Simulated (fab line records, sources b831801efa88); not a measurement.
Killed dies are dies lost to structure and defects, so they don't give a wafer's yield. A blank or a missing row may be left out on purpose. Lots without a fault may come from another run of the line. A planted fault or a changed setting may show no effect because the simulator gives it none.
Problem report in the 8D (eight disciplines) form, filled by code | flow sky130 | the parts of the form that need people (team, actions taken, sign-off) are left out

1. THE PROBLEM
cd_nm at SKY_LOCAL_INTERCONNECT_CD_MEAS_11 reads a mean of 150.2 nm on 2 wafers of 2 lots; wafers without a fault read 170.0 nm with a standard deviation of 1.7. That is -12 standard deviations from the usual mean.
The step: target cd 170 nm.
First seen on wafer L483.6, day 32 20:38, on cd_sem-02. The record holds 36 wafers of 12 lots with a number at this step. Rule for "out", or "out of limits": more than 4 standard deviations from the usual mean. The other wafers with a number count as sound.

2. WHAT IT IS AND WHAT IT IS NOT
question                    | is                | is not
which readings at this step | cd_nm             | -
which lots                  | L483, L484        | L475, L476, L478, L479, L488, L490, L492, L493, L495, L497
which wafers of those lots  | L483.6, L484.6    | L483.1, L483.3, L484.1, L484.2
read on which gauges        | cd_sem-02         | cd_sem-01
when                        | from day 32 20:38 | up to then (14 sound wafers); but 20 sound wafers of L484, L488, L490, L492, L493, L495, L497 came after

3. SUSPECTS, AND WHAT RULES EACH OUT
Counting: a tool at a process step up to the reading stays a suspect if it ran every lot that is out. Sound lots after the first of them don't rule it out here, since some wafers of a struck lot are sound.
- the gauge at SKY_LOCAL_INTERCONNECT_CD_MEAS_11: kept. All the wafers that are out were read on cd_sem-02, and no step on other tools shows them out.
- plasma_asher-03 at SKY_RES_XHIGH_STRIP_08 (strips in O2/N2): kept. It ran every lot that is out, first L483 (day 29 10:41); its last sound lot up to then is L476 (day 26 15:15).
- krf_scanner-01 at SKY_LOCAL_INTERCONNECT_EXPOSE_08 (exposes mask LI1M, target cd 170 nm): kept. It ran every lot that is out, first L483 (day 32 09:02); its last sound lot up to then is L476 (day 29 18:51).
Left after counting: plasma_asher-03 at SKY_RES_XHIGH_STRIP_08, krf_scanner-01 at SKY_LOCAL_INTERCONNECT_EXPOSE_08, cd_sem-02 at SKY_LOCAL_INTERCONNECT_CD_MEAS_11.

4. THE CAUSE (what the simulator had put in)
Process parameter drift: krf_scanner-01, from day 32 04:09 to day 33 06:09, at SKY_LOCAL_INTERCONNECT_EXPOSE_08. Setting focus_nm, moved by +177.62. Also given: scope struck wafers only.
Counting left 3 suspects, and this tool is among them.

5. THE CHAIN OF EFFECTS, in route order
Each row: a reading whose mean over the struck wafers that have a number lies more than 3 standard deviations from the usual. Only readings for which the record gives a usual standard deviation are gone through. hours: the time from each lot's start at the first step in this table that gives one to its start at this step, as a median over the lots. sigmas: the change in usual standard deviations.
hours | step                              | reading            | usual    | on struck wafers | change | sigmas
0     | SKY_LOCAL_INTERCONNECT_CD_MEAS_11 | cd_nm              | 170.0 nm | 150.2            | -19.8  | -12
353   | SKY_PAD_OPEN_PROBE_99             | killed_at_contacts | 24       | 42               | +18    | +3.4
353   | SKY_PAD_OPEN_PROBE_99             | killed_dies        | 87       | 118              | +32    | +3.1
The process steps in it:
- SKY_PAD_OPEN_PROBE_99

6. WHAT WOULD HAVE CAUGHT IT SOONER
In this record the first reading out of limits at a measuring or inspecting step was taken at day 32 20:38, 16 hours after the fault began at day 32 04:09.
Of the tool readings at SKY_LOCAL_INTERCONNECT_EXPOSE_08 for which the record gives a usual standard deviation, none was out on any struck wafer, so an alarm limit of 4 standard deviations on them would not have fired.
All the lots that are out (2) had begun SKY_LOCAL_INTERCONNECT_EXPOSE_08 on krf_scanner-01 by day 32 20:38. A hold on the tool at that time would have spared none of them.
